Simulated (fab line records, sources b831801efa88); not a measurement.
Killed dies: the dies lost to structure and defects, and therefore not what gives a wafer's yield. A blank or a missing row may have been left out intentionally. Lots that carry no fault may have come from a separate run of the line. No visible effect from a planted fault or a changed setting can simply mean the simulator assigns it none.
Split-lot study / flow sky130 / on a route of 708 steps: 5 lots, 14 wafers read

THE SPLIT
At SKY_CAPM_METAL_ETCH_13 (etches TiN in Cl2/BCl3, stops on SiO2, target depth 220 nm, time 62.9 s), the setting timeS was moved away from the recipe's 62.9 s on 5 of the 14 wafers read, by -4.6% to +9.6%. The other wafers ran this setting at the recipe's value.

The split's own step is where the reading is taken.

THE READING
NOVOLAK_of_CAPM_COAT_07.thkNm (the simulator's own value, which no gauge read), in nm, at SKY_CAPM_METAL_ETCH_13 (etches TiN in Cl2/BCl3, stops on SiO2, target depth 220 nm, time 62.9 s). No usual value for it is given in the file. Across the 9 wafers here that went through the recipe, the average is 992.3 nm and the standard deviation 3.7 nm.

wafer=L079.1; tool, chamber at the split=rieMetal-02, 1; timeS as run, s=68.94; against the recipe=+9.6%; NOVOLAK_of_CAPM_COAT_07.thkNm, nm=984.5; against lot-mates on the recipe=-10.5
wafer=L079.3; tool, chamber at the split=rieMetal-02, 0; timeS as run, s=62.9; against the recipe=recipe; NOVOLAK_of_CAPM_COAT_07.thkNm, nm=995; against lot-mates on the recipe=-
wafer=L079.4; tool, chamber at the split=rieMetal-02, 1; timeS as run, s=68.94; against the recipe=+9.6%; NOVOLAK_of_CAPM_COAT_07.thkNm, nm=980.4; against lot-mates on the recipe=-14.6
wafer=L077.1; tool, chamber at the split=rieMetal-02, 0; timeS as run, s=59.99; against the recipe=-4.6%; NOVOLAK_of_CAPM_COAT_07.thkNm, nm=995.3; against lot-mates on the recipe=+5.3
wafer=L077.2; tool, chamber at the split=rieMetal-02, 1; timeS as run, s=62.9; against the recipe=recipe; NOVOLAK_of_CAPM_COAT_07.thkNm, nm=990.5; against lot-mates on the recipe=-
wafer=L077.3; tool, chamber at the split=rieMetal-02, 1; timeS as run, s=62.9; against the recipe=recipe; NOVOLAK_of_CAPM_COAT_07.thkNm, nm=989.4; against lot-mates on the recipe=-
wafer=L080.1; tool, chamber at the split=rieMetal-01, 0; timeS as run, s=62.9; against the recipe=recipe; NOVOLAK_of_CAPM_COAT_07.thkNm, nm=993.6; against lot-mates on the recipe=-
wafer=L080.2; tool, chamber at the split=rieMetal-01, 1; timeS as run, s=62.9; against the recipe=recipe; NOVOLAK_of_CAPM_COAT_07.thkNm, nm=987.9; against lot-mates on the recipe=-
wafer=L084.3; tool, chamber at the split=rieMetal-02, 0; timeS as run, s=66.26; against the recipe=+5.3%; NOVOLAK_of_CAPM_COAT_07.thkNm, nm=975.7; against lot-mates on the recipe=-10.3
wafer=L084.4; tool, chamber at the split=rieMetal-02, 1; timeS as run, s=66.26; against the recipe=+5.3%; NOVOLAK_of_CAPM_COAT_07.thkNm, nm=978.6; against lot-mates on the recipe=-7.4
wafer=L084.5; tool, chamber at the split=rieMetal-02, 0; timeS as run, s=62.9; against the recipe=recipe; NOVOLAK_of_CAPM_COAT_07.thkNm, nm=986; against lot-mates on the recipe=-
wafer=L085.3; tool, chamber at the split=rieMetal-03, 1; timeS as run, s=62.9; against the recipe=recipe; NOVOLAK_of_CAPM_COAT_07.thkNm, nm=995; against lot-mates on the recipe=-
wafer=L085.4; tool, chamber at the split=rieMetal-03, 0; timeS as run, s=62.9; against the recipe=recipe; NOVOLAK_of_CAPM_COAT_07.thkNm, nm=997; against lot-mates on the recipe=-
wafer=L085.5; tool, chamber at the split=rieMetal-03, 1; timeS as run, s=62.9; against the recipe=recipe; NOVOLAK_of_CAPM_COAT_07.thkNm, nm=996.4; against lot-mates on the recipe=-

FIT RESULTS
A straight line over all 14 wafers: NOVOLAK_of_CAPM_COAT_07.thkNm changes by -1.29 nm for each +1% of timeS; r = -0.75; the points scatter about the line by 4.8 nm.
The same after taking each lot's own level away (the mean of its wafers on the recipe; 14 wafers): -1.35 nm for each +1%; r = -0.96; scatter 1.8 nm.
That fit puts the effect of the largest move of timeS on the reading at 13 nm.
The lots' own levels span 986.00 to 996.13 nm, that is 2.7 times the standard deviation above.
So the lot-to-lot level blurs the effect unless lot-mates are compared.
Check: for one of the wafers moved furthest among these (+9.6%), held out of the fit, the line's prediction against its lot-mates is -14.6 nm. Against them it came out at -10.5 nm.
Tool readings at the split's step, against how far the setting was moved: oesProductAu r = -0.80.

THE WHOLE CHAIN: every reading that the file lists as answering this split, in the file's order
step=SKY_CAPM_METAL_ETCH_13; what it does=etches TiN in Cl2/BCl3, stops on SiO2, target depth 220 nm, time 62.9 s; reading=NOVOLAK_of_CAPM_COAT_07.thkNm (the simulator's own value, which no gauge read); change (the file's fit)=-1.36 nm for each +1% of the setting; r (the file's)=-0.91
step=SKY_CAPM_STRIP_14; what it does=strips in O2/N2; reading=stripTimeToEndpointS; change (the file's fit)=withheld for each +1% of the setting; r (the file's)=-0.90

FILE'S OWN FIT
NOVOLAK_of_CAPM_COAT_07.thkNm changes by -1.36 nm for each +1% of timeS, r = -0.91.
